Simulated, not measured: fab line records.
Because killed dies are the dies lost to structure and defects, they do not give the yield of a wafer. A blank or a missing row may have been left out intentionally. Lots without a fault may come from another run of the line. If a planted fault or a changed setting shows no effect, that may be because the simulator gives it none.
Chamber matching	flow gf180mcu	cmp-02 running GF_V5_CMP_26: 4 sister chambers
The step polishes, stops on SiO2, t overpolish 15 s, target thk 0 nm. 4 wafers are shown with their chamber, then 9 later ones without.

== WAFERS WITH THEIR CHAMBER ==
wafer	chamber	motor-current-A (A)
L342.2	0	11.6
L343.5	3	10.0
L346.3	2	12.9
L346.6	1	10.9

== WAFERS WITHOUT THEIR CHAMBER ==
wafer	motor-current-A (A)
L348.1	10.1
L348.2	13.3
L348.4	10.9
L349.5	11.3
L349.6	13.0
L350.3	10.4
L350.6	12.8
L351.3	9.5
L351.4	12.4

== WHICH CHAMBER EACH WENT THROUGH ==
wafer	from the rows above	in truth
L348.1	3	3
L348.2	2	2
L348.4	1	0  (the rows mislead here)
L349.5	can't be placed: 0 or 1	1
L349.6	2	2
L350.3	can't be placed: 3 or 1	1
L350.6	2	2
L351.3	3	3
L351.4	can't be placed: 2 or 0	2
5 of 9 placed correctly. From these rows, 3 cannot be placed; in 3 the true chamber is one of the candidates. Number placed wrongly: 1.
How it was worked out, from the rows above alone: a wafer's distance from a chamber is the root of the sum, over the readings, of the square of ((its reading less the chamber's mean) divided by the reading's scatter). The wafer belongs to the nearest chamber; if the next one is less than 2 further off, it can't be placed. A chamber's mean is the mean of its shown wafers. The scatter (one wafer shown for each chamber): square how far every hidden wafer sits from the nearest shown wafer, average those squares and take the square root.
